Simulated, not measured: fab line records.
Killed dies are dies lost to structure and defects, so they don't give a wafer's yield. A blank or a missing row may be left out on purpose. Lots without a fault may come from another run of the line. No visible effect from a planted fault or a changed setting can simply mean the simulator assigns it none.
A lot that was struck, set against a sound lot | flow gf180mcu | 15 out of 602 route steps
Sound: the wafers L374.1, L374.4, L374.5. Struck: wafer L384.1. (L384.2, L384.3 of the same lot were not struck and are left out.) The cause comes at the end.
For every step that has rows: the tool of each side, followed by ch and its chambers, followed by its first start. Under that, the readings that differ: sound wafers | struck wafers | difference of the means | sigmas: that difference in standard deviations of wafers without a fault.
alike: words and numbers the same on both sides, and readings whose means are apart by under 2 such deviations; not compared: readings that were withheld, readings missing a value for some wafer, numbers with overlapping values and no deviation given by the record, and bounds like >300 which may hide the same value.
The two part at a step that has a row with sigmas, a row that says differs or no value, or rows on one side only. Numbers that have no deviation but don't overlap get no sigmas and don't part them. A reading missing from all wafers of one side parts the sides only when that side holds two or more wafers.

GF_V2_STRIP_18: strips in O2/N2.
  sound on plasma-asher-03 ch 0,1, day 21 14:25; struck on plasma-asher-02 ch 1, day 25 02:58
  alike: drypump-motor-current-A, heater-power-w, oes-product-au
  not compared: rf-hours-counter-h
then, 4 steps without rows for these wafers: GF_V2_STRIP_19 (strips in post etch residue remover, time 1200 s); GF_V2_CLEAN_20 (cleans in DIW); GF_V2_SPUTTER_21 (material Ti, target thk 15 nm, time 80.02 s); GF_V2_SPUTTER_22 (material TiN, target thk 10 nm, time 40 s).
GF_V2_CVD_23: deposits W, target thk 350 nm, time 104.94 s.
  sound on cvd-w-01 ch 0,1, day 21 15:04; struck on cvd-w-01 ch 0, day 25 03:36
  alike: heater-power-w
GF_V2_RS_MEAS_24: measures by four-point-probe.
  sound on film-metro-04, day 21 15:10; struck on film-metro-02, day 25 03:43
  alike: V2_W_RS
GF_V2_THK_MEAS_25: measures by xrf.
  sound on film-metro-04, day 21 15:17; struck on film-metro-02, day 25 03:50
  alike: V2_W_THK
then, 1 step without rows for these wafers: GF_V2_CMP_26 (polishes, stops on SiO2, t overpolish 15 s, target thk 0 nm).
GF_M3_SPUTTER_00: material Ti, target thk 37.5 nm, time 150 s.
  sound on pvd-sputter-03, day 21 15:39; struck on pvd-sputter-03, day 25 04:11
  alike: throttle-valve-pct
GF_M3_SPUTTER_01: material TiN, target thk 30 nm, time 25 s.
  sound on pvd-sputter-03, day 21 15:45; struck on pvd-sputter-03, day 25 04:17
  alike: throttle-valve-pct
GF_M3_SPUTTER_02: material AlCu, target thk 450 nm, time 23.9 s.
  sound on pvd-sputter-03, day 21 15:47; struck on pvd-sputter-03, day 25 04:19
  alike: throttle-valve-pct
GF_M3_SPUTTER_03: material Ti, target thk 10 nm, time 6.7 s.
  sound on pvd-sputter-03, day 21 15:49; struck on pvd-sputter-03, day 25 04:21
  reading                               | sound             | struck | difference | sigmas
  model.Ti_of_M3_SPUTTER_03.thk-nm (nm) | 10.01 9.787 10.13 | 9.06   | -0.92      |
  alike: throttle-valve-pct
then, 2 steps without rows for these wafers: GF_M3_SPUTTER_04 (material TiN, target thk 50 nm, time 41.7 s); GF_PASSIVATION_PROBE_99.

WHERE THEY PART
Nowhere in this record.

WHY: what the simulator had put in
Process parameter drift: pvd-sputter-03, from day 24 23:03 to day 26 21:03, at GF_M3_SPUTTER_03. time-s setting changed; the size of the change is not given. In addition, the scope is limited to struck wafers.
